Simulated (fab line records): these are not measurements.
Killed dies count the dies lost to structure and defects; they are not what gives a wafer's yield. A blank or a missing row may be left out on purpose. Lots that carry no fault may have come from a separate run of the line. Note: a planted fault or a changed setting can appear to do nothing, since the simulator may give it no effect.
fab line records || flow sky130 || part 2 of 2: steps 29 to 41 of 41
record: {"lots": 5, "wafers": 15, "lastDay": 49}
route steps=708 shown SD_P@359 RES_XHIGH@360 SALICIDE@361 LI_CONTACT@362 LOCAL_INTERCONNECT@387
lots that met no fault: from a run of the same line without faults
startH: start of the lot's first displayed wafer, in hours after the record's first day || waitH: how many hours have passed since the lot's step before this one || " identical to the entry in the row above || L1.1+2: several wafers, shown together as one row || - no value, or no start given || * or withheld: withheld || < > ~ a bound
route shown NAME@n: names a module that has steps shown in the file, with the first one's number in the route || usual: average and standard deviation across the fault-free wafers || same: alike in all rows || chamber/n: place in a boat || sites: the reading at each site || _std_site: the values' standard deviation || _edge_site: outer sites' mean less inner sites' || radiusMm: how far each site lies from the wafer's centre || mask NAME#n: copy n || behind: the tool/chamber that last shaped the wafer || hold: the reason the lot was held/the length of the hold in hours/how it ended || device: whichever transistor did not switch (one of n, p or np) || end of line: tests run on the same wafers once the route is complete || a step with no rows: only its recipe || killed: not the wafer's yield, but the dies lost to structure and defects at the first sort || map: a wafer's dies, marking killed ones x, the rest . and places with no die _
set.NAME: the setting as run; set.NAME@STEP: as run at that earlier step || model.NAME: the simulator's own value behind a step, which no gauge read
lots at selected steps of the route; one table per step, one row per wafer
services: when a tool's chamber went out of use (startH, in hours from the record's first day, below 0 if earlier), for how many hours, and the reason
== steps ==
step: SKY_LOCAL_INTERCONNECT_SPUTTER_00
recipe: {"material": "TiN", "targetThkNm": 100, "tempC": 300, "powerW": 6500, "timeS": 83.3, "chamberPressurePa": 0.4}
usual: {"throttleValvePct": "30.3/0.93"}
{"lot.wafer": "L079.1", "tool": "pvdSputter-02", "chamber": "-", "startH": 718.87, "waitH": 0.2, "throttleValvePct": 30.9}
{"lot.wafer": "L079.2", "tool": "pvdSputter-02", "chamber": "-", "startH": 718.87, "waitH": 0.2, "throttleValvePct": 29.1}
{"lot.wafer": "L079.5", "tool": "pvdSputter-02", "chamber": "-", "startH": 718.87, "waitH": 0.2, "throttleValvePct": 30.9}
{"lot.wafer": "L081.1", "tool": "pvdSputter-03", "chamber": "-", "startH": 739.44, "waitH": 0.2, "throttleValvePct": 29.3}
{"lot.wafer": "L081.2", "tool": "pvdSputter-03", "chamber": "-", "startH": 739.44, "waitH": 0.2, "throttleValvePct": 30.3}
{"lot.wafer": "L081.5", "tool": "pvdSputter-03", "chamber": "-", "startH": 739.44, "waitH": 0.2, "throttleValvePct": 30.6}
{"lot.wafer": "L089.1", "tool": "pvdSputter-02", "chamber": "-", "startH": 808.76, "waitH": 0.1, "throttleValvePct": 29.3}
{"lot.wafer": "L089.4", "tool": "pvdSputter-02", "chamber": "-", "startH": 808.76, "waitH": 0.1, "throttleValvePct": 30.7}
{"lot.wafer": "L089.6", "tool": "pvdSputter-02", "chamber": "-", "startH": 808.76, "waitH": 0.1, "throttleValvePct": 30.8}
{"lot.wafer": "L090.1", "tool": "pvdSputter-03", "chamber": "-", "startH": 808.76, "waitH": 0.2, "throttleValvePct": 32.0}
{"lot.wafer": "L090.2", "tool": "pvdSputter-03", "chamber": "-", "startH": 808.76, "waitH": 0.2, "throttleValvePct": 30.2}
{"lot.wafer": "L090.4", "tool": "pvdSputter-03", "chamber": "-", "startH": 808.76, "waitH": 0.2, "throttleValvePct": 30.9}
{"lot.wafer": "L093.1", "tool": "pvdSputter-04", "chamber": "-", "startH": 825.49, "waitH": 0.1, "throttleValvePct": 30.9}
{"lot.wafer": "L093.3", "tool": "pvdSputter-04", "chamber": "-", "startH": 825.49, "waitH": 0.1, "throttleValvePct": 30.7}
{"lot.wafer": "L093.5", "tool": "pvdSputter-04", "chamber": "-", "startH": 825.49, "waitH": 0.1, "throttleValvePct": 30.7}
step: SKY_LOCAL_INTERCONNECT_RS_MEAS_01
recipe: {"thkMeasGauge": "four-point-probe", "reads": "TiN_of_LOCAL_INTERCONNECT_SPUTTER_00"}
usual: {"LOCAL_INTERCONNECT_TIN_RS": "14.21/0.13"}
{"lot.wafer": "L079.1", "tool": "filmMetro-01", "chamber": "-", "startH": 718.93, "waitH": 0.0, "LOCAL_INTERCONNECT_TIN_RS[ohm/sq]": 14.10}
{"lot.wafer": "L079.2", "tool": "filmMetro-01", "chamber": "-", "startH": 718.93, "waitH": 0.0, "LOCAL_INTERCONNECT_TIN_RS[ohm/sq]": 14.30}
{"lot.wafer": "L079.5", "tool": "filmMetro-01", "chamber": "-", "startH": 718.93, "waitH": 0.0, "LOCAL_INTERCONNECT_TIN_RS[ohm/sq]": 14.28}
{"lot.wafer": "L081.1", "tool": "filmMetro-03", "chamber": "-", "startH": 739.50, "waitH": 0.0, "LOCAL_INTERCONNECT_TIN_RS[ohm/sq]": 14.30}
{"lot.wafer": "L081.2", "tool": "filmMetro-03", "chamber": "-", "startH": 739.50, "waitH": 0.0, "LOCAL_INTERCONNECT_TIN_RS[ohm/sq]": 14.24}
{"lot.wafer": "L081.5", "tool": "filmMetro-03", "chamber": "-", "startH": 739.50, "waitH": 0.0, "LOCAL_INTERCONNECT_TIN_RS[ohm/sq]": 14.34}
{"lot.wafer": "L089.1", "tool": "filmMetro-01", "chamber": "-", "startH": 808.82, "waitH": 0.0, "LOCAL_INTERCONNECT_TIN_RS[ohm/sq]": 14.13}
{"lot.wafer": "L089.4", "tool": "filmMetro-01", "chamber": "-", "startH": 808.82, "waitH": 0.0, "LOCAL_INTERCONNECT_TIN_RS[ohm/sq]": 14.07}
{"lot.wafer": "L089.6", "tool": "filmMetro-01", "chamber": "-", "startH": 808.82, "waitH": 0.0, "LOCAL_INTERCONNECT_TIN_RS[ohm/sq]": 14.08}
{"lot.wafer": "L090.1", "tool": "filmMetro-03", "chamber": "-", "startH": 808.83, "waitH": 0.0, "LOCAL_INTERCONNECT_TIN_RS[ohm/sq]": 14.17}
{"lot.wafer": "L090.2", "tool": "filmMetro-03", "chamber": "-", "startH": 808.83, "waitH": 0.0, "LOCAL_INTERCONNECT_TIN_RS[ohm/sq]": 14.14}
{"lot.wafer": "L090.4", "tool": "filmMetro-03", "chamber": "-", "startH": 808.83, "waitH": 0.0, "LOCAL_INTERCONNECT_TIN_RS[ohm/sq]": 14.28}
{"lot.wafer": "L093.1", "tool": "filmMetro-03", "chamber": "-", "startH": 825.55, "waitH": 0.0, "LOCAL_INTERCONNECT_TIN_RS[ohm/sq]": 14.23}
{"lot.wafer": "L093.3", "tool": "filmMetro-03", "chamber": "-", "startH": 825.55, "waitH": 0.0, "LOCAL_INTERCONNECT_TIN_RS[ohm/sq]": 14.30}
{"lot.wafer": "L093.5", "tool": "filmMetro-03", "chamber": "-", "startH": 825.55, "waitH": 0.0, "LOCAL_INTERCONNECT_TIN_RS[ohm/sq]": 14.30}
step: SKY_LOCAL_INTERCONNECT_THK_MEAS_02
recipe: {"thkMeasGauge": "xrf", "reads": "TiN_of_LOCAL_INTERCONNECT_SPUTTER_00"}
usual: {"LOCAL_INTERCONNECT_TIN_THK": "98.9/1.1"}
{"lot.wafer": "L079.1", "tool": "filmMetro-01", "chamber": "-", "startH": 719.05, "waitH": 0.1, "LOCAL_INTERCONNECT_TIN_THK[nm]": 99.2}
{"lot.wafer": "L079.2", "tool": "filmMetro-01", "chamber": "-", "startH": 719.05, "waitH": 0.1, "LOCAL_INTERCONNECT_TIN_THK[nm]": 97.9}
{"lot.wafer": "L079.5", "tool": "filmMetro-01", "chamber": "-", "startH": 719.05, "waitH": 0.1, "LOCAL_INTERCONNECT_TIN_THK[nm]": 98.1}
{"lot.wafer": "L081.1", "tool": "filmMetro-03", "chamber": "-", "startH": 739.62, "waitH": 0.1, "LOCAL_INTERCONNECT_TIN_THK[nm]": 98.3}
{"lot.wafer": "L081.2", "tool": "filmMetro-03", "chamber": "-", "startH": 739.62, "waitH": 0.1, "LOCAL_INTERCONNECT_TIN_THK[nm]": 98.9}
{"lot.wafer": "L081.5", "tool": "filmMetro-03", "chamber": "-", "startH": 739.62, "waitH": 0.1, "LOCAL_INTERCONNECT_TIN_THK[nm]": 97.6}
{"lot.wafer": "L089.1", "tool": "filmMetro-01", "chamber": "-", "startH": 808.94, "waitH": 0.1, "LOCAL_INTERCONNECT_TIN_THK[nm]": 99.5}
{"lot.wafer": "L089.4", "tool": "filmMetro-01", "chamber": "-", "startH": 808.94, "waitH": 0.1, "LOCAL_INTERCONNECT_TIN_THK[nm]": 99.7}
{"lot.wafer": "L089.6", "tool": "filmMetro-01", "chamber": "-", "startH": 808.94, "waitH": 0.1, "LOCAL_INTERCONNECT_TIN_THK[nm]": 99.6}
{"lot.wafer": "L090.1", "tool": "filmMetro-03", "chamber": "-", "startH": 808.95, "waitH": 0.1, "LOCAL_INTERCONNECT_TIN_THK[nm]": 98.9}
{"lot.wafer": "L090.2", "tool": "filmMetro-03", "chamber": "-", "startH": 808.95, "waitH": 0.1, "LOCAL_INTERCONNECT_TIN_THK[nm]": 99.2}
{"lot.wafer": "L090.4", "tool": "filmMetro-03", "chamber": "-", "startH": 808.95, "waitH": 0.1, "LOCAL_INTERCONNECT_TIN_THK[nm]": 98.0}
{"lot.wafer": "L093.1", "tool": "filmMetro-03", "chamber": "-", "startH": 825.67, "waitH": 0.1, "LOCAL_INTERCONNECT_TIN_THK[nm]": 98.4}
{"lot.wafer": "L093.3", "tool": "filmMetro-03", "chamber": "-", "startH": 825.67, "waitH": 0.1, "LOCAL_INTERCONNECT_TIN_THK[nm]": 98.2}
{"lot.wafer": "L093.5", "tool": "filmMetro-03", "chamber": "-", "startH": 825.67, "waitH": 0.1, "LOCAL_INTERCONNECT_TIN_THK[nm]": 98.0}
step: SKY_LOCAL_INTERCONNECT_DEHYDRATE_03
recipe: {"tempC": 200, "timeS": 60}
{"lot.wafer": "L079.1+2+5", "tool": "lithoTrack-03", "chamber": 0, "startH": 733.04, "waitH": 14.0}
{"lot.wafer": "L081.1+2+5", "tool": "lithoTrack-03", "chamber": 0, "startH": 752.84, "waitH": 13.2}
{"lot.wafer": "L089.1+4+6", "tool": "lithoTrack-01", "chamber": 0, "startH": 821.17, "waitH": 12.2}
{"lot.wafer": "L090.1+2+4", "tool": "lithoTrack-04", "chamber": 0, "startH": 821.26, "waitH": 12.3}
{"lot.wafer": "L093.1+3+5", "tool": "lithoTrack-04", "chamber": 0, "startH": 838.86, "waitH": 13.2}
step: SKY_LOCAL_INTERCONNECT_HMDS_04
recipe: {"primeTimeS": 60, "primeTempC": 120}
same: {"primeTimeS": 60}
{"lot.wafer": "L079.1+2+5", "tool": "lithoTrack-03", "chamber": 0, "startH": 733.19, "waitH": 0.1}
{"lot.wafer": "L081.1+2+5", "tool": "lithoTrack-03", "chamber": 0, "startH": 752.99, "waitH": 0.1}
{"lot.wafer": "L089.1+4+6", "tool": "lithoTrack-01", "chamber": 0, "startH": 821.32, "waitH": 0.1}
{"lot.wafer": "L090.1+2+4", "tool": "lithoTrack-04", "chamber": 0, "startH": 821.41, "waitH": 0.1}
{"lot.wafer": "L093.1+3+5", "tool": "lithoTrack-04", "chamber": 0, "startH": 839.01, "waitH": 0.1}
step: SKY_LOCAL_INTERCONNECT_COAT_05
recipe: {"resist": "BARC", "tempC": "withheld", "timeS": "withheld", "spinRpm": 3000, "resistThkNm": 60}
usual: {"dispensePressureKPa": "51/6.3"}
{"lot.wafer": "L079.1", "tool": "lithoTrack-03", "chamber": 0, "startH": 733.34, "waitH": 0.1, "dispensePressureKPa": 56}
{"lot.wafer": "L079.2", "tool": "lithoTrack-03", "chamber": 0, "startH": 733.34, "waitH": 0.1, "dispensePressureKPa": 56}
{"lot.wafer": "L079.5", "tool": "lithoTrack-03", "chamber": 0, "startH": 733.34, "waitH": 0.1, "dispensePressureKPa": 56}
{"lot.wafer": "L081.1", "tool": "lithoTrack-03", "chamber": 0, "startH": 753.14, "waitH": 0.1, "dispensePressureKPa": 56}
{"lot.wafer": "L081.2", "tool": "lithoTrack-03", "chamber": 0, "startH": 753.14, "waitH": 0.1, "dispensePressureKPa": 56}
{"lot.wafer": "L081.5", "tool": "lithoTrack-03", "chamber": 0, "startH": 753.14, "waitH": 0.1, "dispensePressureKPa": 56}
{"lot.wafer": "L089.1", "tool": "lithoTrack-01", "chamber": 0, "startH": 821.47, "waitH": 0.1, "dispensePressureKPa": 49}
{"lot.wafer": "L089.4", "tool": "lithoTrack-01", "chamber": 0, "startH": 821.47, "waitH": 0.1, "dispensePressureKPa": 49}
{"lot.wafer": "L089.6", "tool": "lithoTrack-01", "chamber": 0, "startH": 821.47, "waitH": 0.1, "dispensePressureKPa": 49}
{"lot.wafer": "L090.1", "tool": "lithoTrack-04", "chamber": 0, "startH": 821.56, "waitH": 0.1, "dispensePressureKPa": 41}
{"lot.wafer": "L090.2", "tool": "lithoTrack-04", "chamber": 0, "startH": 821.56, "waitH": 0.1, "dispensePressureKPa": 41}
{"lot.wafer": "L090.4", "tool": "lithoTrack-04", "chamber": 0, "startH": 821.56, "waitH": 0.1, "dispensePressureKPa": 41}
{"lot.wafer": "L093.1", "tool": "lithoTrack-04", "chamber": 0, "startH": 839.16, "waitH": 0.1, "dispensePressureKPa": 41}
{"lot.wafer": "L093.3", "tool": "lithoTrack-04", "chamber": 0, "startH": 839.16, "waitH": 0.1, "dispensePressureKPa": 41}
{"lot.wafer": "L093.5", "tool": "lithoTrack-04", "chamber": 0, "startH": 839.16, "waitH": 0.1, "dispensePressureKPa": 41}
step: SKY_LOCAL_INTERCONNECT_COAT_06
recipe: {"resist": "KrF-thick", "spinRpm": 3034, "resistThkNm": 450}
usual: {"dispensePressureKPa": "51/6.4"}
{"lot.wafer": "L079.1", "tool": "lithoTrack-03", "chamber": 0, "startH": "-", "waitH": "-", "dispensePressureKPa": 56}
{"lot.wafer": "L079.2", "tool": "lithoTrack-03", "chamber": 0, "startH": "-", "waitH": "-", "dispensePressureKPa": 56}
{"lot.wafer": "L079.5", "tool": "lithoTrack-03", "chamber": 0, "startH": "-", "waitH": "-", "dispensePressureKPa": 56}
{"lot.wafer": "L081.1", "tool": "lithoTrack-03", "chamber": 0, "startH": "-", "waitH": "-", "dispensePressureKPa": 56}
{"lot.wafer": "L081.2", "tool": "lithoTrack-03", "chamber": 0, "startH": "-", "waitH": "-", "dispensePressureKPa": 56}
{"lot.wafer": "L081.5", "tool": "lithoTrack-03", "chamber": 0, "startH": "-", "waitH": "-", "dispensePressureKPa": 56}
{"lot.wafer": "L089.1", "tool": "lithoTrack-01", "chamber": 0, "startH": "-", "waitH": "-", "dispensePressureKPa": 49}
{"lot.wafer": "L089.4", "tool": "lithoTrack-01", "chamber": 0, "startH": "-", "waitH": "-", "dispensePressureKPa": 49}
{"lot.wafer": "L089.6", "tool": "lithoTrack-01", "chamber": 0, "startH": "-", "waitH": "-", "dispensePressureKPa": 49}
{"lot.wafer": "L090.1", "tool": "lithoTrack-04", "chamber": 0, "startH": "-", "waitH": "-", "dispensePressureKPa": 41}
{"lot.wafer": "L090.2", "tool": "lithoTrack-04", "chamber": 0, "startH": "-", "waitH": "-", "dispensePressureKPa": 41}
{"lot.wafer": "L090.4", "tool": "lithoTrack-04", "chamber": 0, "startH": "-", "waitH": "-", "dispensePressureKPa": 41}
{"lot.wafer": "L093.1", "tool": "lithoTrack-04", "chamber": 0, "startH": "-", "waitH": "-", "dispensePressureKPa": 41}
{"lot.wafer": "L093.3", "tool": "lithoTrack-04", "chamber": 0, "startH": "-", "waitH": "-", "dispensePressureKPa": 41}
{"lot.wafer": "L093.5", "tool": "lithoTrack-04", "chamber": 0, "startH": "-", "waitH": "-", "dispensePressureKPa": 41}
step: SKY_LOCAL_INTERCONNECT_SOFTBAKE_07
recipe: {"tempC": 100, "timeS": 90, "resist": "KrF-thick"}
{"lot.wafer": "L079.1+2+5", "tool": "lithoTrack-03", "chamber": 0, "startH": "-", "waitH": "-"}
{"lot.wafer": "L081.1+2+5", "tool": "lithoTrack-03", "chamber": 0, "startH": "-", "waitH": "-"}
{"lot.wafer": "L089.1+4+6", "tool": "lithoTrack-01", "chamber": 0, "startH": "-", "waitH": "-"}
{"lot.wafer": "L090.1+2+4", "tool": "lithoTrack-04", "chamber": 0, "startH": "-", "waitH": "-"}
{"lot.wafer": "L093.1+3+5", "tool": "lithoTrack-04", "chamber": 0, "startH": "-", "waitH": "-"}
step: SKY_LOCAL_INTERCONNECT_EXPOSE_08
recipe: {"maskId": "LI1M", "na": 0.8, "sourceShape": "annular", "sigmaInner": 0.55, "sigmaOuter": 0.85, "targetCdNm": 170, "doseMj": 28}
usual: {"focusOffsetNm": "-0.1/0.59"}
{"lot.wafer": "L079.1", "tool": "krfScanner-01", "chamber": 0, "startH": "-", "waitH": "-", "mask": "LI1M#0", "focusOffsetNm": 0.3}
{"lot.wafer": "L079.2", "tool": "krfScanner-01", "chamber": 0, "startH": "-", "waitH": "-", "mask": "LI1M#0", "focusOffsetNm": 1.4}
{"lot.wafer": "L079.5", "tool": "krfScanner-01", "chamber": 0, "startH": "-", "waitH": "-", "mask": "LI1M#0", "focusOffsetNm": 0.0}
{"lot.wafer": "L081.1", "tool": "krfScanner-02", "chamber": 0, "startH": "-", "waitH": "-", "mask": "LI1M#0", "focusOffsetNm": 0.2}
{"lot.wafer": "L081.2", "tool": "krfScanner-02", "chamber": 0, "startH": "-", "waitH": "-", "mask": "LI1M#0", "focusOffsetNm": 0.6}
{"lot.wafer": "L081.5", "tool": "krfScanner-02", "chamber": 0, "startH": "-", "waitH": "-", "mask": "LI1M#0", "focusOffsetNm": 1.1}
{"lot.wafer": "L089.1", "tool": "krfScanner-02", "chamber": 0, "startH": "-", "waitH": "-", "mask": "LI1M#0", "focusOffsetNm": -0.7}
{"lot.wafer": "L089.4", "tool": "krfScanner-02", "chamber": 0, "startH": "-", "waitH": "-", "mask": "LI1M#0", "focusOffsetNm": -0.2}
{"lot.wafer": "L089.6", "tool": "krfScanner-02", "chamber": 0, "startH": "-", "waitH": "-", "mask": "LI1M#0", "focusOffsetNm": -1.2}
{"lot.wafer": "L090.1", "tool": "krfScanner-01", "chamber": 0, "startH": "-", "waitH": "-", "mask": "LI1M#0", "focusOffsetNm": 0.3}
{"lot.wafer": "L090.2", "tool": "krfScanner-01", "chamber": 0, "startH": "-", "waitH": "-", "mask": "LI1M#0", "focusOffsetNm": 0.5}
{"lot.wafer": "L090.4", "tool": "krfScanner-01", "chamber": 0, "startH": "-", "waitH": "-", "mask": "LI1M#0", "focusOffsetNm": 0.2}
{"lot.wafer": "L093.1", "tool": "krfScanner-01", "chamber": 0, "startH": "-", "waitH": "-", "mask": "LI1M#0", "focusOffsetNm": 0.3}
{"lot.wafer": "L093.3", "tool": "krfScanner-01", "chamber": 0, "startH": "-", "waitH": "-", "mask": "LI1M#0", "focusOffsetNm": 0.3}
{"lot.wafer": "L093.5", "tool": "krfScanner-01", "chamber": 0, "startH": "-", "waitH": "-", "mask": "LI1M#0", "focusOffsetNm": -0.9}
step: SKY_LOCAL_INTERCONNECT_PEB_09
recipe: {"pebTempC": "withheld", "pebTimeS": "withheld", "resist": "KrF-thick"}
{"lot.wafer": "L079.1+2+5", "tool": "lithoTrack-03", "chamber": 0, "startH": "-", "waitH": "-"}
{"lot.wafer": "L081.1+2+5", "tool": "lithoTrack-03", "chamber": 0, "startH": "-", "waitH": "-"}
{"lot.wafer": "L089.1+4+6", "tool": "lithoTrack-03", "chamber": 0, "startH": "-", "waitH": "-"}
{"lot.wafer": "L090.1+2+4", "tool": "lithoTrack-01", "chamber": 0, "startH": "-", "waitH": "-"}
{"lot.wafer": "L093.1+3+5", "tool": "lithoTrack-01", "chamber": 0, "startH": "-", "waitH": "-"}
step: SKY_LOCAL_INTERCONNECT_DEVELOP_10
recipe: {"developTimeS": 60, "resist": "KrF-thick", "devTempC": 21}
{"lot.wafer": "L079.1+2+5", "tool": "lithoTrack-03", "chamber": 0, "startH": "-", "waitH": "-"}
{"lot.wafer": "L081.1+2+5", "tool": "lithoTrack-03", "chamber": 0, "startH": "-", "waitH": "-"}
{"lot.wafer": "L089.1+4+6", "tool": "lithoTrack-03", "chamber": 0, "startH": "-", "waitH": "-"}
{"lot.wafer": "L090.1+2+4", "tool": "lithoTrack-01", "chamber": 0, "startH": "-", "waitH": "-"}
{"lot.wafer": "L093.1+3+5", "tool": "lithoTrack-01", "chamber": 0, "startH": "-", "waitH": "-"}
step: SKY_LOCAL_INTERCONNECT_CD_MEAS_11
recipe: {"targetCdNm": 170}
usual: {"cdNm": "169.7/1.7"}
{"lot.wafer": "L079.1", "tool": "cdSem-01", "chamber": "-", "startH": 746.54, "waitH": "-", "cdNm": 169.2}
{"lot.wafer": "L079.2", "tool": "cdSem-01", "chamber": "-", "startH": 746.54, "waitH": "-", "cdNm": 169.0}
{"lot.wafer": "L079.5", "tool": "cdSem-01", "chamber": "-", "startH": 746.54, "waitH": "-", "cdNm": 169.1}
{"lot.wafer": "L081.1", "tool": "cdSem-02", "chamber": "-", "startH": 766.34, "waitH": "-", "cdNm": 171.1}
{"lot.wafer": "L081.2", "tool": "cdSem-02", "chamber": "-", "startH": 766.34, "waitH": "-", "cdNm": 171.2}
{"lot.wafer": "L081.5", "tool": "cdSem-02", "chamber": "-", "startH": 766.34, "waitH": "-", "cdNm": 170.1}
{"lot.wafer": "L089.1", "tool": "cdSem-01", "chamber": "-", "startH": 834.89, "waitH": "-", "cdNm": 169.9}
{"lot.wafer": "L089.4", "tool": "cdSem-01", "chamber": "-", "startH": 834.89, "waitH": "-", "cdNm": 170.4}
{"lot.wafer": "L089.6", "tool": "cdSem-01", "chamber": "-", "startH": 834.89, "waitH": "-", "cdNm": 169.5}
{"lot.wafer": "L090.1", "tool": "cdSem-02", "chamber": "-", "startH": 834.97, "waitH": "-", "cdNm": 166.5}
{"lot.wafer": "L090.2", "tool": "cdSem-02", "chamber": "-", "startH": 834.97, "waitH": "-", "cdNm": 167.4}
{"lot.wafer": "L090.4", "tool": "cdSem-02", "chamber": "-", "startH": 834.97, "waitH": "-", "cdNm": 166.7}
{"lot.wafer": "L093.1", "tool": "cdSem-01", "chamber": "-", "startH": 852.17, "waitH": "-", "cdNm": 170.0}
{"lot.wafer": "L093.3", "tool": "cdSem-01", "chamber": "-", "startH": 852.17, "waitH": "-", "cdNm": 171.7}
{"lot.wafer": "L093.5", "tool": "cdSem-01", "chamber": "-", "startH": 852.17, "waitH": "-", "cdNm": 169.2}
step: SKY_LOCAL_INTERCONNECT_OVL_MEAS_12
usual: {"LOCAL_INTERCONNECT_OVL": "0/4.8"}
{"lot.wafer": "L079.1", "tool": "overlay-02", "chamber": "-", "startH": 746.66, "waitH": 0.1, "LOCAL_INTERCONNECT_OVL[nm]": -6}
{"lot.wafer": "L079.2", "tool": "overlay-02", "chamber": "-", "startH": 746.66, "waitH": 0.1, "LOCAL_INTERCONNECT_OVL[nm]": 1}
{"lot.wafer": "L079.5", "tool": "overlay-02", "chamber": "-", "startH": 746.66, "waitH": 0.1, "LOCAL_INTERCONNECT_OVL[nm]": -1}
{"lot.wafer": "L081.1", "tool": "overlay-01", "chamber": "-", "startH": 766.46, "waitH": 0.1, "LOCAL_INTERCONNECT_OVL[nm]": 0}
{"lot.wafer": "L081.2", "tool": "overlay-01", "chamber": "-", "startH": 766.46, "waitH": 0.1, "LOCAL_INTERCONNECT_OVL[nm]": 3}
{"lot.wafer": "L081.5", "tool": "overlay-01", "chamber": "-", "startH": 766.46, "waitH": 0.1, "LOCAL_INTERCONNECT_OVL[nm]": 0}
{"lot.wafer": "L089.1", "tool": "overlay-02", "chamber": "-", "startH": 835.01, "waitH": 0.1, "LOCAL_INTERCONNECT_OVL[nm]": 4}
{"lot.wafer": "L089.4", "tool": "overlay-02", "chamber": "-", "startH": 835.01, "waitH": 0.1, "LOCAL_INTERCONNECT_OVL[nm]": 5}
{"lot.wafer": "L089.6", "tool": "overlay-02", "chamber": "-", "startH": 835.01, "waitH": 0.1, "LOCAL_INTERCONNECT_OVL[nm]": 2}
{"lot.wafer": "L090.1", "tool": "overlay-02", "chamber": "-", "startH": 835.09, "waitH": 0.1, "LOCAL_INTERCONNECT_OVL[nm]": -3}
{"lot.wafer": "L090.2", "tool": "overlay-02", "chamber": "-", "startH": 835.09, "waitH": 0.1, "LOCAL_INTERCONNECT_OVL[nm]": -6}
{"lot.wafer": "L090.4", "tool": "overlay-02", "chamber": "-", "startH": 835.09, "waitH": 0.1, "LOCAL_INTERCONNECT_OVL[nm]": -1}
{"lot.wafer": "L093.1", "tool": "overlay-02", "chamber": "-", "startH": 852.29, "waitH": 0.1, "LOCAL_INTERCONNECT_OVL[nm]": 3}
{"lot.wafer": "L093.3", "tool": "overlay-02", "chamber": "-", "startH": 852.29, "waitH": 0.1, "LOCAL_INTERCONNECT_OVL[nm]": 7}
{"lot.wafer": "L093.5", "tool": "overlay-02", "chamber": "-", "startH": 852.29, "waitH": 0.1, "LOCAL_INTERCONNECT_OVL[nm]": 2}
== services ==
{"tool": "cmp-01", "chamber": "-", "startH": 666.83, "hours": 2.2, "kind": "repair"}
{"tool": "wetBench-03", "chamber": "-", "startH": 686.18, "hours": 1.4, "kind": "repair"}
{"tool": "wetBench-03", "chamber": "-", "startH": 690.72, "hours": 1.8, "kind": "repair"}
{"tool": "krfScanner-02", "chamber": "-", "startH": 695.81, "hours": 0.8, "kind": "pm"}
{"tool": "cmp-01", "chamber": "-", "startH": 702.38, "hours": 3.8, "kind": "repair"}
{"tool": "krfScanner-02", "chamber": "-", "startH": 703.44, "hours": 5.7, "kind": "repair"}
{"tool": "krfScanner-01", "chamber": "-", "startH": 709.19, "hours": 1.0, "kind": "pm"}
{"tool": "cmp-01", "chamber": "-", "startH": 710.16, "hours": 1.8, "kind": "repair"}
{"tool": "krfScanner-02", "chamber": "-", "startH": 717.68, "hours": 16.5, "kind": "repair"}
{"tool": "rieDiel-01", "chamber": 2, "startH": 724.95, "hours": 10.0, "kind": "repair"}
{"tool": "cmp-01", "chamber": "-", "startH": 744.17, "hours": 4.0, "kind": "pm"}
{"tool": "rieDiel-01", "chamber": 2, "startH": 752.50, "hours": 2.7, "kind": "repair"}
{"tool": "krfScanner-01", "chamber": "-", "startH": 753.38, "hours": 1.3, "kind": "pm"}
{"tool": "cvdW-02", "chamber": 0, "startH": 753.71, "hours": 10.1, "kind": "repair"}
{"tool": "rieDiel-02", "chamber": "-", "startH": 758.98, "hours": 1.9, "kind": "repair"}
{"tool": "krfScanner-01", "chamber": "-", "startH": 798.80, "hours": 0.8, "kind": "pm"}
{"tool": "cmp-01", "chamber": "-", "startH": 799.99, "hours": 0.9, "kind": "repair"}
{"tool": "rieDiel-01", "chamber": 2, "startH": 804.33, "hours": 4.3, "kind": "repair"}
{"tool": "krfScanner-01", "chamber": "-", "startH": 811.24, "hours": 0.2, "kind": "repair"}
{"tool": "rieDiel-02", "chamber": 1, "startH": 815.38, "hours": 6.3, "kind": "repair"}
{"tool": "krfScanner-02", "chamber": "-", "startH": 819.65, "hours": 1.0, "kind": "pm"}
{"tool": "krfScanner-01", "chamber": "-", "startH": 824.73, "hours": 4.4, "kind": "pm"}
{"tool": "rieDiel-02", "chamber": "-", "startH": 825.16, "hours": 15.6, "kind": "pm"}
{"tool": "krfScanner-02", "chamber": "-", "startH": 829.10, "hours": 1.3, "kind": "pm"}
